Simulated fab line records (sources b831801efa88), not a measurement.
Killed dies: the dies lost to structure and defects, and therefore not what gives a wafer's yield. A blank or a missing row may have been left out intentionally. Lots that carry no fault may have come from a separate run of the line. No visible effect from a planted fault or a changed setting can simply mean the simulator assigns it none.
fab line records	flow sky130
record lots=11	wafers=33	last_day=50
route steps=708 shown CAP2M@605 METAL4@629 PAD_OPEN@708
lots untouched by any fault: they come from a run of this same line in which no faults occurred
start_h: hours from the record's first day to the start of the lot's first wafer shown	wait_h: how many hours have passed since the lot's step before this one	" as in the row above	L1.1+2: one row covering several wafers at once	- either no value or no given start	* or withheld: withheld	< > ~ a bound
route shown NAME@n: names a module that has steps shown in the file, with the first one's number in the route	usual: average and standard deviation across the fault-free wafers	same: alike in all rows	chamber/n: place in a boat	sites: each site's reading	_std_site: the standard deviation of these	_edge_site: mean of outer sites minus mean of inner sites	radius_mm: how far each site lies from the wafer's centre	mask NAME#n: copy n	behind: the tool/chamber that last shaped the wafer	hold: what put the lot on hold/how long, in hours/how the hold closed	device: names the non-switching transistor (n, p or np)	end of line: at the end of the route, the tests of the same wafers	for a step that has no rows: nothing shown but its recipe	killed: at the first sort, the dies lost to defects and structure; wafer yield is something else	map: shows each die of a wafer: x if killed, . if not, _ if none is there
set.NAME: the setting the step ran with; set.NAME@STEP: the setting that earlier step ran with	model.NAME: the simulator's own value behind a step, which no gauge read
a sample of lots followed through the steps of the route, with each step as a table and each wafer as a row
services: when a tool's chamber went out of use (start_h, in hours from the record's first day, below 0 if earlier), for how many hours, and the reason
## steps
# step SKY_CAP2M_SPUTTER_02
# recipe material=TiN	target_thk_nm=200	temp_c=300	power_w=6500	time_s=166.7	chamber_pressure_pa=0.4
# usual throttle_valve_pct=30.1/0.73
# same time_s=166.7
lot.wafer	tool	chamber	start_h	wait_h	throttle_valve_pct
L247.3	pvd_sputter-03	-	947.63	0.0	28.5
L247.4	"	-	"	"	30.2
L247.5	"	-	"	"	30.6
L248.2	pvd_sputter-03	-	955.89	0.0	28.4
L248.3	"	-	"	"	31.2
L248.5	"	-	"	"	30.2
L251.2	pvd_sputter-03	-	970.54	0.0	28.5
L251.3	"	-	"	"	30.5
L251.4	"	-	"	"	30.3
L252.1	pvd_sputter-01	-	973.43	0.1	31.1
L252.3	"	-	"	"	30.2
L252.6	"	-	"	"	31.0
L254.1	pvd_sputter-04	-	997.73	0.1	30.3
L254.4	"	-	"	"	29.9
L254.6	"	-	"	"	30.6
L255.1	pvd_sputter-03	-	998.59	0.1	28.5
L255.5	"	-	"	"	30.3
L255.6	"	-	"	"	30.9
L256.2	pvd_sputter-04	-	1002.15	0.0	29.9
L256.3	"	-	"	"	30.0
L256.5	"	-	"	"	30.3
L259.1	pvd_sputter-04	-	1013.85	0.1	30.4
L259.4	"	-	"	"	30.7
L259.5	"	-	"	"	30.2
L265.1	pvd_sputter-01	-	1053.60	0.1	29.5
L265.5	"	-	"	"	29.3
L265.6	"	-	"	"	30.1
L267.2	pvd_sputter-03	-	1063.79	0.0	28.6
L267.5	"	-	"	"	30.6
L267.6	"	-	"	"	28.4
L269.3	pvd_sputter-04	-	1080.48	0.0	29.8
L269.4	"	-	"	"	30.3
L269.5	"	-	"	"	30.2
# step SKY_METAL4_CD_MEAS_13
# recipe target_cd_nm=300
# usual cd_nm=299.6/1.4
lot.wafer	tool	chamber	start_h	wait_h	cd_nm
L247.3	cd_sem-01	-	996.09	-	298.8
L247.4	"	-	"	"	298.0
L247.5	"	-	"	"	298.8
L248.2	cd_sem-01	-	1003.97	-	301.1
L248.3	"	-	"	"	301.2
L248.5	"	-	"	"	301.0
L251.2	cd_sem-01	-	1017.24	-	300.4
L251.3	"	-	"	"	300.1
L251.4	"	-	"	"	301.0
L252.1	cd_sem-02	-	1021.45	-	298.3
L252.3	"	-	"	"	299.0
L252.6	"	-	"	"	298.0
L254.1	cd_sem-02	-	1044.40	-	297.8
L254.4	"	-	"	"	297.8
L254.6	"	-	"	"	299.7
L255.1	cd_sem-01	-	1045.73	-	299.8
L255.5	"	-	"	"	297.7
L255.6	"	-	"	"	299.8
L256.2	cd_sem-02	-	1048.29	-	298.8
L256.3	"	-	"	"	300.3
L256.5	"	-	"	"	300.2
L259.1	cd_sem-01	-	1060.00	-	296.8
L259.4	"	-	"	"	298.4
L259.5	"	-	"	"	298.5
L265.1	cd_sem-02	-	1096.46	-	300.0
L265.5	"	-	"	"	299.7
L265.6	"	-	"	"	298.9
L267.2	cd_sem-01	-	1107.24	-	300.0
L267.5	"	-	"	"	299.5
L267.6	"	-	"	"	300.0
L269.3	cd_sem-02	-	1123.66	-	302.0
L269.4	"	-	"	"	302.4
L269.5	"	-	"	"	302.1
# step SKY_METAL4_ETCH_16
# recipe chemistry=N2/H2	target=BARC	ion_energy_ev=200	bias_w=100	pressure_mtorr=30	n2_flow_sccm=100	h2_flow_sccm=200	icp_w=500	stop_on=SiO2	time_s=88.2	target_depth_a=600
# usual bias_w=100.01/0.29	drypump_motor_current_A=5.8/0.42	n2_flow_sccm=100.05/0.27	oes_product_au=0.626/0.0048	run_length_s=116.7/0.44	throttle_valve_pct=13.205/0.0093
lot.wafer	tool	chamber	start_h	wait_h	bias_w	drypump_motor_current_A	n2_flow_sccm	oes_product_au	rf_hours_counter_h	run_length_s	throttle_valve_pct
L247.3	rie_metal-01	0	996.28	0.0	99.32	5.1	100.09	0.622	-	117.0	13.213
L247.4	"	1	"	"	100.11	5.9	99.96	0.626	-	116.9	13.204
L247.5	"	0	"	"	99.88	5.1	100.24	0.626	-	116.3	13.214
L248.2	rie_metal-02	0	1004.14	0.0	100.09	6.3	100.24	0.624	12	116.4	13.203
L248.3	"	1	"	"	100.33	5.8	99.84	0.626	-	117.2	13.202
L248.5	"	0	"	"	100.01	6.2	100.29	0.633	-	116.0	13.213
L251.2	rie_metal-01	0	1017.40	0.0	99.40	5.1	100.02	0.622	9	116.4	13.194
L251.3	"	0	"	"	99.50	5.1	99.71	0.623	-	116.5	13.207
L251.4	"	1	"	"	100.31	5.9	100.13	0.627	-	117.0	13.213
L252.1	rie_metal-02	0	1021.64	0.0	100.37	6.2	99.57	0.616	13	116.0	13.192
L252.3	"	0	"	"	100.12	6.3	99.82	0.627	-	116.0	13.213
L252.6	"	1	"	"	100.16	5.8	99.85	0.636	-	117.1	13.207
L254.1	rie_metal-02	0	1044.59	0.0	100.53	6.2	99.84	0.630	14	116.8	13.204
L254.4	"	1	"	"	99.88	5.8	99.98	0.623	-	116.9	13.217
L254.6	"	1	"	"	99.93	5.9	100.23	0.628	-	117.0	13.199
L255.1	rie_metal-01	1	1045.92	0.0	99.52	5.9	99.97	0.628	22	117.2	13.207
L255.5	"	1	"	"	99.71	6.0	100.02	0.618	-	117.2	13.211
L255.6	"	0	"	"	99.84	5.1	99.95	0.630	-	116.4	13.208
L256.2	rie_metal-03	0	1048.45	0.0	100.45	5.3	100.04	0.626	7	116.9	13.199
L256.3	"	1	"	"	99.73	6.0	100.22	0.632	-	117.6	13.215
L256.5	"	1	"	"	99.90	6.0	100.25	0.621	-	117.0	13.195
L259.1	rie_metal-01	1	1060.19	0.0	99.81	6.0	100.30	0.623	23	117.7	13.184
L259.4	"	1	"	"	99.57	5.9	100.25	0.630	-	116.9	13.210
L259.5	"	1	"	"	100.63	5.9	99.96	0.628	-	117.0	13.208
L265.1	rie_metal-02	1	1096.64	0.0	-	5.9	99.73	0.667	26	110.0	13.223
L265.5	"	0	"	"	99.45	6.3	100.52	0.623	-	116.1	13.198
L265.6	"	1	"	"	-	5.9	99.85	0.658	-	110.4	13.192
L267.2	rie_metal-02	0	1107.47	0.1	100.03	6.3	99.68	0.618	-	116.0	13.199
L267.5	"	0	"	"	100.10	6.3	99.52	0.614	-	116.2	13.218
L267.6	"	0	"	"	100.38	6.2	99.94	0.625	-	116.5	13.210
L269.3	rie_metal-03	1	1123.84	0.0	100.44	6.0	100.34	0.629	-	117.1	13.205
L269.4	"	0	"	"	100.80	5.3	99.68	0.626	-	116.4	13.205
L269.5	"	1	"	"	100.02	6.0	99.92	0.638	-	117.3	13.218
# step SKY_METAL4_STRIP_19
# recipe chemistry=O2/N2	power_w=1400	pressure_mtorr=1500	platen_temp_c=withheld	o2_flow_sccm=3000	n2_flow_sccm=300	overash_fraction=0.5
# usual drypump_motor_current_A=5.8/0.53	n2_flow_sccm=300.2/0.89	oes_product_au=0.500/0.0067	strip_time_to_endpoint_s=6.46/0.13
lot.wafer	tool	chamber	start_h	wait_h	drypump_motor_current_A	n2_flow_sccm	oes_product_au	rf_hours_counter_h	strip_time_to_endpoint_s
L247.3	plasma_asher-01	1	996.57	0.1	5.6	300.5	0.502	-	6.59
L247.4	"	0	"	"	6.4	300.0	0.500	-	6.35
L247.5	"	0	"	"	6.4	299.8	0.503	-	6.61
L248.2	plasma_asher-04	1	1004.44	0.1	6.0	301.2	0.491	117	6.24
L248.3	"	0	"	"	5.8	299.8	0.498	-	6.23
L248.5	"	1	"	"	6.0	301.5	0.500	-	6.51
L251.2	plasma_asher-03	0	1017.70	0.1	4.9	300.1	0.492	88	6.44
L251.3	"	0	"	"	4.9	300.4	0.507	-	6.45
L251.4	"	1	"	"	6.3	299.9	0.500	-	6.45
L252.1	plasma_asher-04	1	1021.94	0.1	6.0	301.6	0.499	118	6.50
L252.3	"	0	"	"	5.7	299.3	0.495	-	6.39
L252.6	"	0	"	"	5.8	300.2	0.492	-	6.25
L254.1	plasma_asher-01	1	1044.89	0.1	5.6	299.4	0.498	30	6.40
L254.4	"	0	"	"	6.4	298.7	0.496	-	6.50
L254.6	"	1	"	"	5.7	300.3	0.485	-	6.45
L255.1	plasma_asher-01	0	1046.21	0.1	6.4	299.9	0.498	30	6.49
L255.5	"	1	"	"	5.6	300.7	0.501	-	6.46
L255.6	"	0	"	"	6.4	298.2	0.504	-	6.61
L256.2	plasma_asher-03	1	1048.75	0.1	6.3	299.7	0.503	92	6.56
L256.3	"	0	"	"	4.9	300.9	0.496	-	6.42
L256.5	"	0	"	"	4.9	300.7	0.504	-	6.57
L259.1	plasma_asher-01	0	1060.49	0.1	6.4	300.0	0.510	31	6.54
L259.4	"	1	"	"	5.6	300.7	0.508	-	6.51
L259.5	"	1	"	"	5.6	299.2	0.502	-	6.52
L265.1	plasma_asher-01	0	1096.94	0.1	6.4	302.9	0.503	35	6.35
L265.5	"	0	"	"	6.4	301.7	0.496	-	6.43
L265.6	"	1	"	"	5.6	298.8	0.509	-	6.71
L267.2	plasma_asher-03	1	1107.83	0.1	6.3	298.8	0.496	98	6.46
L267.5	"	1	"	"	6.3	299.3	0.500	-	6.54
L267.6	"	0	"	"	4.9	299.3	0.506	-	6.53
L269.3	plasma_asher-04	0	1124.13	0.1	5.8	299.7	0.507	-	6.67
L269.4	"	1	"	"	6.0	300.8	0.505	-	6.51
L269.5	"	1	"	"	6.0	300.5	0.510	-	6.63
# step SKY_PAD_OPEN_PROBE_99
# usual defect_limited_yield=82.3/1.8	killed_at_M0_to_M3=43/7	killed_at_M4_up=3.1/1.9	killed_at_contacts=25/6.1	killed_at_front_end=15/4.5	killed_at_other=0.3/0.55	killed_dies=87/8.9	killed_open=47/6.4	killed_short=40/6.6	sort_bin_3_pad_short=0.9/0.42	sort_bin_5_function=10.4/1.4	sort_bin_6_memory=6.5/1.1	sort_n_pass=405/8.9	sort_yield_pct=82.3/1.8
# same gross_dies=492	killed_at_back_side=0	sort_bin_4_leakage[%]=0	sort_bin_8_speed[%]=0
lot.wafer	tool	chamber	start_h	wait_h	defect_limited_yield[%]	killed_at_M0_to_M3	killed_at_M4_up	killed_at_contacts	killed_at_front_end	killed_at_other	killed_dies	killed_open	killed_short	sort_bin_3_pad_short[%]	sort_bin_5_function[%]	sort_bin_6_memory[%]	sort_n_pass	sort_yield_pct[%]
L247.3	prober-02	-	1091.30	0.2	82.9	41	3	26	14	0	84	45	39	0.6	10.8	5.7	408	82.9
L247.4	prober-02	-	1091.35	0.2	83.1	33	0	36	14	0	83	51	32	0.6	11.8	4.5	409	83.1
L247.5	prober-02	-	1091.40	0.2	80.3	49	5	28	14	1	97	49	47	0.8	12.2	6.7	395	80.3
L248.2	prober-01	-	1098.48	0.1	82.7	46	3	20	16	0	85	45	39	0.6	10.8	5.9	407	82.7
L248.3	prober-01	-	1098.53	0.2	81.3	56	3	22	11	0	92	40	50	1.4	10.0	7.3	400	81.3
L248.5	prober-01	-	1098.63	0.2	79.7	62	2	23	12	1	100	58	41	1.0	12.6	6.7	392	79.7
L251.2	prober-02	-	1110.67	0.1	82.3	48	4	21	14	0	87	52	35	1.2	10.0	6.5	405	82.3
L251.3	prober-02	-	1110.72	0.2	83.3	34	3	18	27	0	82	45	37	0.6	9.6	6.5	410	83.3
L251.4	prober-02	-	1110.77	0.2	83.9	40	0	21	18	0	79	38	41	0.4	9.6	6.1	413	83.9
L252.1	prober-01	-	1114.94	0.1	81.5	54	2	17	17	1	91	47	42	1.2	8.9	8.3	401	81.5
L252.3	prober-01	-	1115.04	0.2	83.9	46	1	22	9	1	79	49	29	0.6	9.6	5.9	413	83.9
L252.6	prober-01	-	1115.19	0.2	83.1	42	3	20	18	0	83	57	25	0.6	9.6	6.7	409	83.1
L254.1	prober-01	-	1133.58	0.1	80.7	52	0	28	15	0	95	51	44	1.2	10.6	7.5	397	80.7
L254.4	prober-01	-	1133.73	0.2	79.5	49	4	26	21	1	101	48	53	1.4	11.2	7.9	391	79.5
L254.6	prober-01	-	1133.83	0.2	83.3	45	3	15	19	0	82	48	34	0.6	9.3	6.7	410	83.3
L255.1	prober-02	-	1136.17	0.1	81.5	44	2	29	16	0	91	56	35	0.8	11.6	6.1	401	81.5
L255.5	prober-02	-	1136.37	0.2	84.8	28	3	32	12	0	75	44	31	0.6	7.1	7.5	417	84.8
L255.6	prober-02	-	1136.42	0.2	81.1	51	6	25	11	0	93	52	41	1.0	10.4	7.5	399	81.1
L256.2	prober-01	-	1137.56	0.1	78.0	65	5	24	14	0	108	61	47	0.8	11.4	9.8	384	78.0
L256.3	prober-01	-	1137.61	0.2	82.3	44	3	27	13	0	87	47	40	1.6	10.0	6.1	405	82.3
L256.5	prober-01	-	1137.71	0.2	80.5	47	6	29	14	0	96	55	41	1.2	11.8	6.5	396	80.5
L259.1	prober-02	-	1148.31	0.1	83.5	47	2	19	12	1	81	45	35	1.2	8.3	6.9	411	83.5
L259.4	prober-02	-	1148.46	0.2	83.3	42	3	24	13	0	82	45	36	0.6	8.5	7.5	410	83.3
L259.5	prober-02	-	1148.51	0.2	83.1	44	2	22	15	0	83	50	33	0.8	10.6	5.5	409	83.1
L265.1	prober-01	-	1178.39	0.1	80.9	45	2	29	18	0	94	46	46	0.6	12.6	5.9	398	80.9
L265.5	prober-01	-	1178.59	0.2	85.6	45	4	14	8	0	71	40	30	0	10.0	4.5	421	85.6
L265.6	prober-01	-	1178.64	0.2	82.5	35	5	35	11	0	86	46	40	1.6	10.4	5.5	406	82.5
L267.2	prober-02	-	1187.98	0.1	85.4	35	4	22	11	0	72	36	36	1.0	7.9	5.7	420	85.4
L267.5	prober-02	-	1188.13	0.2	83.7	44	2	21	13	0	80	44	36	0.6	9.6	6.1	412	83.7
L267.6	prober-02	-	1188.18	0.2	84.1	42	4	20	12	0	78	43	35	0.8	10.4	4.7	414	84.1
L269.3	prober-01	-	1198.81	0.2	82.5	45	3	24	14	0	86	37	48	1.2	10.0	6.3	406	82.5
L269.4	prober-01	-	1198.86	0.2	81.9	44	2	25	18	0	89	52	37	1.2	10.4	6.5	403	81.9
L269.5	prober-01	-	1198.91	0.2	86.8	39	5	13	8	0	65	41	24	0.2	8.7	4.3	427	86.8
# killed by level:class
L247.3 FIELD_ISO:geometric_particle:open=7 CONTACT:geometric_particle:open=7 VIA1:geometric_particle:open=7 LI_CONTACT:geometric_particle:open=6 VIA1:geometric_particle:short=6 METAL2:geometric_particle:short=5 VIA3:geometric_particle:open=5 METAL3:geometric_particle:short=5
L247.4 CONTACT:geometric_particle:open=19 CONTACT:geometric_particle:short=10 VIA1:geometric_particle:open=8 VIA2:geometric_particle:open=7 VIA3:geometric_particle:open=6 LI_CONTACT:geometric_particle:open=5 POLY_GATE:geometric_particle:short=4 VIA1:geometric_particle:short=4
L247.5 VIA1:geometric_particle:short=11 CONTACT:geometric_particle:open=10 VIA1:geometric_particle:open=9 VIA2:geometric_particle:open=8 LI_CONTACT:geometric_particle:short=6 LI_CONTACT:geometric_particle:open=6 VIA2:geometric_particle:short=5 FIELD_ISO:geometric_particle:open=4
L248.2 VIA1:geometric_particle:open=12 VIA2:geometric_particle:open=11 CONTACT:geometric_particle:open=10 CONTACT:geometric_particle:short=6 FIELD_ISO:geometric_particle:open=5 VIA1:geometric_particle:short=5 METAL2:geometric_particle:short=4 VIA3:geometric_particle:open=4
L248.3 VIA1:geometric_particle:open=12 VIA1:geometric_particle:short=12 VIA2:geometric_particle:open=8 METAL3:geometric_particle:short=6 CONTACT:geometric_particle:open=5 VIA2:geometric_particle:short=4 LI_CONTACT:geometric_particle:open=4 LOCAL_INTERCONNECT:geometric_particle:short=4
L248.5 VIA1:geometric_particle:open=17 CONTACT:geometric_particle:open=13 VIA1:geometric_particle:short=10 VIA3:geometric_particle:open=8 METAL2:geometric_particle:short=7 FIELD_ISO:geometric_particle:open=6 VIA3:geometric_particle:short=6 VIA2:geometric_particle:open=5
L251.2 CONTACT:geometric_particle:open=12 VIA1:geometric_particle:open=10 METAL2:geometric_particle:short=10 FIELD_ISO:geometric_particle:open=8 METAL1:geometric_particle:short=6 VIA3:geometric_particle:open=6 VIA2:geometric_particle:open=4 LI_CONTACT:geometric_particle:open=3
L251.3 VIA1:geometric_particle:open=10 FIELD_ISO:geometric_particle:short=9 CONTACT:geometric_particle:open=9 FIELD_ISO:geometric_particle:open=6 VIA3:geometric_particle:short=6 VIA1:geometric_particle:short=5 POLY_GATE:geometric_particle:short=4 POLY_GATE:geometric_particle:open=4
L251.4 VIA3:geometric_particle:open=9 FIELD_ISO:geometric_particle:short=7 CONTACT:geometric_particle:short=7 CONTACT:geometric_particle:open=6 VIA1:geometric_particle:open=6 METAL1:geometric_particle:short=6 METAL2:geometric_particle:short=6 FIELD_ISO:geometric_particle:open=5
L252.1 VIA1:geometric_particle:open=13 METAL2:geometric_particle:short=9 VIA3:geometric_particle:open=8 VIA1:geometric_particle:short=6 VIA2:geometric_particle:short=6 CONTACT:geometric_particle:open=5 FIELD_ISO:geometric_particle:open=4 LOCAL_INTERCONNECT:geometric_particle:short=4
L252.3 VIA1:geometric_particle:open=13 VIA3:geometric_particle:open=9 VIA2:geometric_particle:open=8 CONTACT:geometric_particle:open=8 LI_CONTACT:geometric_particle:open=6 METAL2:geometric_particle:short=5 CONTACT:geometric_particle:short=4 POLY_GATE:geometric_particle:open=3
L252.6 CONTACT:geometric_particle:open=11 METAL2:geometric_particle:short=8 VIA1:geometric_particle:open=8 VIA2:geometric_particle:open=7 LI_CONTACT:geometric_particle:open=7 POLY_GATE:geometric_particle:open=6 VIA3:geometric_particle:open=6 POLY_GATE:geometric_particle:short=4
L254.1 CONTACT:geometric_particle:open=11 LI_CONTACT:geometric_particle:open=10 VIA1:geometric_particle:open=9 VIA1:geometric_particle:short=8 VIA2:geometric_particle:open=8 METAL1:geometric_particle:short=7 VIA3:geometric_particle:short=7 FIELD_ISO:geometric_particle:open=5
L254.4 VIA1:geometric_particle:open=10 FIELD_ISO:geometric_particle:short=8 LI_CONTACT:geometric_particle:open=8 VIA1:geometric_particle:short=8 VIA2:geometric_particle:open=8 CONTACT:geometric_particle:short=6 CONTACT:geometric_particle:open=6 FIELD_ISO:geometric_particle:open=4
L254.6 VIA1:geometric_particle:open=16 VIA2:geometric_particle:open=9 FIELD_ISO:geometric_particle:short=6 CONTACT:geometric_particle:open=5 FIELD_ISO:geometric_particle:open=5 METAL1:geometric_particle:short=5 VIA3:geometric_particle:open=4 POLY_GATE:geometric_particle:short=3
L255.1 CONTACT:geometric_particle:open=14 VIA1:geometric_particle:open=14 LI_CONTACT:geometric_particle:open=8 FIELD_ISO:geometric_particle:open=7 METAL3:geometric_particle:short=7 VIA3:geometric_particle:short=6 LOCAL_INTERCONNECT:geometric_particle:short=5 METAL2:geometric_particle:short=4
L255.5 LI_CONTACT:geometric_particle:open=12 CONTACT:geometric_particle:open=12 VIA1:geometric_particle:open=10 FIELD_ISO:geometric_particle:short=6 VIA1:geometric_particle:short=4 METAL2:geometric_particle:short=4 VIA3:geometric_particle:open=4 LI_CONTACT:geometric_particle:short=3
L255.6 CONTACT:geometric_particle:open=12 VIA1:geometric_particle:open=11 VIA1:geometric_particle:short=10 VIA3:geometric_particle:open=9 METAL2:geometric_particle:short=6 FIELD_ISO:geometric_particle:open=5 METAL1:geometric_particle:short=4 VIA2:geometric_particle:open=4
L256.2 VIA1:geometric_particle:open=22 VIA1:geometric_particle:short=12 CONTACT:geometric_particle:short=10 VIA2:geometric_particle:open=9 VIA3:geometric_particle:open=8 LI_CONTACT:geometric_particle:open=5 CONTACT:geometric_particle:open=5 METAL1:geometric_particle:short=4
L256.3 VIA1:geometric_particle:open=18 VIA3:geometric_particle:open=8 CONTACT:geometric_particle:open=7 LI_CONTACT:geometric_particle:open=6 CONTACT:geometric_particle:short=6 LOCAL_INTERCONNECT:geometric_particle:short=5 POLY_GATE:geometric_particle:short=4 METAL1:geometric_particle:short=4
L256.5 VIA1:geometric_particle:open=14 CONTACT:geometric_particle:open=12 CONTACT:geometric_particle:short=9 VIA2:geometric_particle:open=7 VIA3:geometric_particle:open=7 METAL2:geometric_particle:short=5 LI_CONTACT:geometric_particle:open=4 FIELD_ISO:geometric_particle:open=3
L259.1 LI_CONTACT:geometric_particle:open=10 VIA2:geometric_particle:open=9 VIA1:geometric_particle:short=8 VIA1:geometric_particle:open=8 METAL1:geometric_particle:short=6 FIELD_ISO:geometric_particle:short=5 CONTACT:geometric_particle:open=5 VIA3:geometric_particle:open=5
L259.4 LI_CONTACT:geometric_particle:open=9 VIA1:geometric_particle:open=9 VIA3:geometric_particle:open=8 CONTACT:geometric_particle:open=6 CONTACT:geometric_particle:short=5 METAL1:geometric_particle:short=5 VIA1:geometric_particle:short=5 POLY_GATE:geometric_particle:open=4
L259.5 CONTACT:geometric_particle:open=12 VIA1:geometric_particle:open=12 LI_CONTACT:geometric_particle:open=8 METAL1:geometric_particle:short=7 FIELD_ISO:geometric_particle:open=5 VIA2:geometric_particle:open=5 POLY_GATE:geometric_particle:short=4 VIA1:geometric_particle:short=4
L265.1 VIA1:geometric_particle:open=13 LI_CONTACT:geometric_particle:open=8 LOCAL_INTERCONNECT:geometric_particle:short=7 VIA2:geometric_particle:open=6 CONTACT:geometric_particle:short=6 POLY_GATE:geometric_particle:short=5 METAL2:geometric_particle:short=5 FIELD_ISO:geometric_particle:short=4
L265.5 VIA2:geometric_particle:open=10 METAL2:geometric_particle:short=10 VIA1:geometric_particle:open=10 VIA3:geometric_particle:open=7 LOCAL_INTERCONNECT:geometric_particle:short=4 LI_CONTACT:geometric_particle:open=3 CONTACT:geometric_particle:open=3 VIA2:geometric_particle:short=3
L265.6 CONTACT:geometric_particle:open=14 CONTACT:geometric_particle:short=8 VIA1:geometric_particle:open=8 LI_CONTACT:geometric_particle:open=7 FIELD_ISO:geometric_particle:open=4 METAL2:geometric_particle:short=4 METAL3:geometric_particle:short=4 VIA2:geometric_particle:short=4
L267.2 CONTACT:geometric_particle:open=9 VIA1:geometric_particle:open=8 VIA2:geometric_particle:open=8 METAL1:geometric_particle:short=7 LI_CONTACT:geometric_particle:open=5 METAL3:geometric_particle:short=5 FIELD_ISO:geometric_particle:short=4 METAL4:geometric_particle:short=4
L267.5 VIA2:geometric_particle:open=10 CONTACT:geometric_particle:open=9 VIA1:geometric_particle:open=7 CONTACT:geometric_particle:short=6 VIA1:geometric_particle:short=6 VIA3:geometric_particle:open=6 METAL1:geometric_particle:short=4 METAL2:geometric_particle:short=4
L267.6 VIA1:geometric_particle:short=9 CONTACT:geometric_particle:open=7 VIA1:geometric_particle:open=7 VIA2:geometric_particle:open=6 VIA3:geometric_particle:open=6 FIELD_ISO:geometric_particle:open=5 LI_CONTACT:geometric_particle:open=5 LOCAL_INTERCONNECT:geometric_particle:short=4
L269.3 VIA1:geometric_particle:short=9 VIA2:geometric_particle:open=9 VIA1:geometric_particle:open=8 CONTACT:geometric_particle:short=8 METAL2:geometric_particle:short=7 LOCAL_INTERCONNECT:geometric_particle:short=6 FIELD_ISO:geometric_particle:open=5 VIA3:geometric_particle:short=5
L269.4 VIA1:geometric_particle:open=18 CONTACT:geometric_particle:open=12 POLY_GATE:geometric_particle:short=6 VIA3:geometric_particle:open=6 LOCAL_INTERCONNECT:geometric_particle:short=5 FIELD_ISO:geometric_particle:short=4 VIA2:geometric_particle:open=4 FIELD_ISO:geometric_particle:open=3
L269.5 VIA1:geometric_particle:open=9 CONTACT:geometric_particle:open=9 VIA2:geometric_particle:open=8 VIA3:geometric_particle:open=6 METAL2:geometric_particle:short=4 METAL3:geometric_particle:short=3 METAL1:geometric_particle:short=3 METAL4:geometric_particle:short=3
## services
tool	chamber	start_h	hours	kind
pvd_sputter-04	-	925.62	4.7	repair
plasma_asher-04	-	943.23	3.5	repair
pvd_sputter-01	-	948.52	2.6	repair
pvd_sputter-04	-	954.48	9.7	repair
pvd_sputter-01	-	959.56	3.6	repair
rie_metal-03	1	966.46	2.9	repair
plasma_asher-01	-	975.79	6.1	repair
rie_metal-03	0	1014.92	2.2	repair
plasma_asher-01	-	1020.89	3.7	repair
plasma_asher-04	-	1055.25	9.0	pm
plasma_asher-04	0	1055.25	9.0	vent_cycle
plasma_asher-04	1	1055.25	9.0	vent_cycle
pvd_sputter-04	-	1062.22	9.8	repair
plasma_asher-04	0	1064.25	-	clean
plasma_asher-04	1	1064.25	-	clean
rie_metal-02	1	1096.74	-	clean
rie_metal-02	1	1096.74	14.1	scheduled_down
rie_metal-02	1	1096.74	14.1	vent_cycle
rie_metal-01	-	1106.04	1.6	repair
rie_metal-01	1	1109.42	-	clean
rie_metal-01	1	1109.42	26.3	scheduled_down
rie_metal-01	1	1109.42	26.3	vent_cycle
## key
first_sign step=SKY_METAL4_ETCH_16	reading=run_length_s	direction=down	sigmas=15	usual=*	struck=*
effect step=SKY_METAL4_ETCH_16	reading=oes_product_au	direction=up	sigmas=7.7	usual=0.626	struck=0.662
met_at SKY_METAL4_ETCH_16
struck_lots L265
struck_wafers L265.1,L265.6
not_acting_at SKY_CAP2M_SPUTTER_02,SKY_METAL4_CD_MEAS_13,SKY_METAL4_STRIP_19
onset_between 1044.59 1096.64
fault kind=process_parameter_drift	tool=rie_metal-02	chamber=1	onset_h=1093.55	steps=SKY_METAL4_ETCH_16	channel=time_s	offset=*	shape=step	end_h=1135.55	acts_in=*	stated=*
